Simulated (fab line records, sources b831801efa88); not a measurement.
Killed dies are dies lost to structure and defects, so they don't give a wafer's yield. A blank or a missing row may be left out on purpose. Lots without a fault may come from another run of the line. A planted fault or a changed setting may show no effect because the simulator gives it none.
Which tool did it? | flow gf180mcu | 14 lots, 40 wafers sampled, at 3 steps of a route of 602

WHAT THE GAUGES READ, wafer by wafer
GF_MVPSD_OVL_MEAS_07.
lot  | measured     | on         | MVPSD_OVL (nm)
L846 | day 5 00:33  | overlay-01 | -0.9 -3.4 -3.0
L848 | day 5 12:29  | overlay-01 | -2.4 -1.7 -2.5
L849 | day 5 18:13  | overlay-01 | -2.0 -5.0 -3.6
L850 | day 6 00:12  | overlay-02 | -1.4 -0.6 -0.5
L851 | day 6 06:20  | overlay-02 | -4.1 -2.9 -3.4
L852 | day 6 12:46  | overlay-01 | -3.5 -2.9 -2.9
L853 | day 6 15:53  | overlay-01 | -8.1 -5.8 -5.2
L854 | day 7 00:17  | overlay-02 | -1.6 -0.5 -2.9
L855 | day 7 05:33  | overlay-01 | 0.0 0.9 -2.6
L856 | day 7 09:56  | overlay-01 | -1.7 -1.4 0.0
L862 | day 8 20:03  | overlay-02 | 0.3 1.0
L864 | day 9 09:35  | overlay-01 | -0.3 -0.4
L869 | day 10 20:02 | overlay-01 | -3.6 -0.3 -3.3
L868 | day 10 20:08 | overlay-02 | -2.2 -2.6 -2.7

GF_POLY_GATE_CD_MEAS_10: target cd 280 nm.
lot  | measured     | on        | cd_nm (nm)
L846 | day 9 03:06  | cd_sem-02 | 279.1 278.4 277.9
L848 | day 9 20:08  | cd_sem-02 | 282.1 283.2 282.2
L849 | day 10 01:08 | cd_sem-01 | 278.8 278.9 279.1
L850 | day 10 06:03 | cd_sem-01 | 281.1 280.4 281.8
L851 | day 10 11:39 | cd_sem-01 | 280.4 279.5 279.8
L852 | day 10 19:13 | cd_sem-02 | 279.4 279.5 279.1
L853 | day 11 00:37 | cd_sem-01 | 281.9 282.0 281.3
L854 | day 11 10:47 | cd_sem-01 | 279.1 279.7 279.5
L855 | day 11 18:46 | cd_sem-02 | 280.6 280.4 280.4
L856 | day 12 00:51 | cd_sem-02 | 279.0 279.0 278.9
L862 | day 13 16:50 | cd_sem-02 | 276.7 279.9
L864 | day 14 09:54 | cd_sem-02 | 276.1 279.4
L869 | day 16 01:57 | cd_sem-02 | 281.4 281.1 280.7
L868 | day 16 04:47 | cd_sem-01 | 281.6 280.2 279.5

WHICH TOOL RAN EACH LOT (tool, then ch and the chambers of the sampled wafers, then the start)
lot  | GF_POLY_GATE_SOFTBAKE_06
L846 | litho_track-01 ch 0, day 8 18:00
L848 | litho_track-03 ch 0, day 9 11:00
L849 | litho_track-01 ch 0, day 9 16:00
L850 | litho_track-03 ch 0, day 9 21:00
L851 | litho_track-02 ch 0, day 10 02:00
L852 | litho_track-03 ch 0, day 10 09:00
L853 | litho_track-03 ch 0, day 10 15:00
L854 | litho_track-02 ch 0, day 11 01:00
L855 | litho_track-03 ch 0, day 11 09:00
L856 | litho_track-01 ch 0, day 11 15:00
L862 | litho_track-01 ch 0, day 13 06:00
L864 | litho_track-01 ch 0, day 13 23:00
L869 | litho_track-03 ch 0, day 15 14:00
L868 | litho_track-02 ch 0, day 15 17:00
- GF_POLY_GATE_SOFTBAKE_06: time 60 s.

WHAT THE TOOLS THEMSELVES READ (means of the sampled wafers that have a number; where no wafer has one, the mark that the record gives instead)
GF_POLY_GATE_SOFTBAKE_06.
lot  | tool           | run_length_s (s)
L846 | litho_track-01 | 89.05
L848 | litho_track-03 | 89.04
L849 | litho_track-01 | 89.16
L850 | litho_track-03 | 89.12
L851 | litho_track-02 | 88.96
L852 | litho_track-03 | 88.96
L853 | litho_track-03 | 89.17
L854 | litho_track-02 | 88.91
L855 | litho_track-03 | 89.02
L856 | litho_track-01 | 89.06
L862 | litho_track-01 | 102.45
L864 | litho_track-01 | 102.42
L869 | litho_track-03 | 88.98
L868 | litho_track-02 | 88.92

THE ANSWER, worked out from the rows above alone
Rule: what is usual is taken from the lots themselves. Put in order of their means at a reading, lots are off if they are a third of the lots or fewer, leave a main group of 4 or more, and stand apart from it by a gap of 3 or more times the standard deviation of the main group's means; of several such gaps the widest counts. A main group whose means are all the same, to the digits that the tables above print for the reading, isn't used. A lot without any number at a reading at which 4 lots or more have one is off too. The other lots that the step has rows for count as sound. The gauges are gone through in route order, then the tools' own readings, and for those a lot's mean is taken as printed above. The first step at which some lot is off is used, and at that step the reading that is off furthest; a lot without a number counts as furthest.
Off: L862, L864, at GF_POLY_GATE_SOFTBAKE_06 (run_length_s). The main group: mean 89.03 s, standard deviation 0.084.
A tool fits if, at that step or a process step before it, it ran every lot that is off, and no sound lot after the first of them. One fits: litho_track-01 at GF_POLY_GATE_SOFTBAKE_06. Its last sound lot is L856 (day 11 15:00), its first lot that is off L862 (day 13 06:00): a fault that began between those two fits.
The tool's own readings at GF_POLY_GATE_SOFTBAKE_06 bear it out: on the lots that are off they differ by more than 5 times the standard deviation of the sound lots' means. run_length_s reads 102.44 s there against 89.03 s on the sound lots.

WHAT THE SIMULATOR HAD PUT IN
Process parameter drift: litho_track-01, from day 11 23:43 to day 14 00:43, at GF_POLY_GATE_SOFTBAKE_06. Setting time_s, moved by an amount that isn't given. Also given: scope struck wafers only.
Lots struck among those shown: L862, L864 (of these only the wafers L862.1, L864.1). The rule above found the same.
